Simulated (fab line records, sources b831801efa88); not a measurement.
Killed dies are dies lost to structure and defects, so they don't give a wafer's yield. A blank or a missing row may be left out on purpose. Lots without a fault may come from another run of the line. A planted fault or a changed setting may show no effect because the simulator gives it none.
Chamber matching | flow gf180mcu | GF_V2_CMP_04 on cmp-02: 4 sister chambers
The step polishes SiO2. 8 wafers are shown with their chamber, then 6 later ones without.

WAFERS WITH THEIR CHAMBER
wafer  | chamber | motor_current_A (A) | time_to_endpoint_s (s)
L190.6 | 0       | 14.3                | 84
L197.5 | 2       | 10.8                | 65
L204.3 | 3       | 9.9                 | 74
L204.4 | 2       | 10.6                | 77
L204.6 | 1       | 11.0                | 79
L205.1 | 1       | 11.8                | 77
L205.2 | 3       | 10.0                | 78
L205.4 | 0       | 14.6                | 81

WAFERS WITHOUT THEIR CHAMBER
wafer  | motor_current_A (A) | time_to_endpoint_s (s)
L206.2 | 11.2                | 80
L206.5 | 14.5                | 87
L206.6 | 10.0                | 80
L208.3 | 11.3                | 82
L208.4 | 14.9                | 95
L208.5 | 14.7                | 87

WHICH CHAMBER EACH WENT THROUGH
wafer  | from the rows above     | in truth
L206.2 | can't be placed: 1 or 2 | 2
L206.5 | 0                       | 0
L206.6 | 3                       | 3
L208.3 | 1                       | 1
L208.4 | 0                       | 0
L208.5 | 0                       | 0
Placed correctly: 5 of 6. Can't be placed from these rows: 1 (the true chamber is among the candidates in 1). Placed wrongly: 0.
How it was worked out, from the rows above alone: a wafer's distance from a chamber is the root of the sum, over the readings, of the square of ((its reading less the chamber's mean) divided by the reading's scatter). The wafer belongs to the nearest chamber; if the next one is less than 2 further off, it can't be placed. A chamber's mean is the mean of its shown wafers. The scatter: the root of (the sum of the squares of (reading less its chamber's mean) over the shown wafers, divided by (wafers less chambers)).
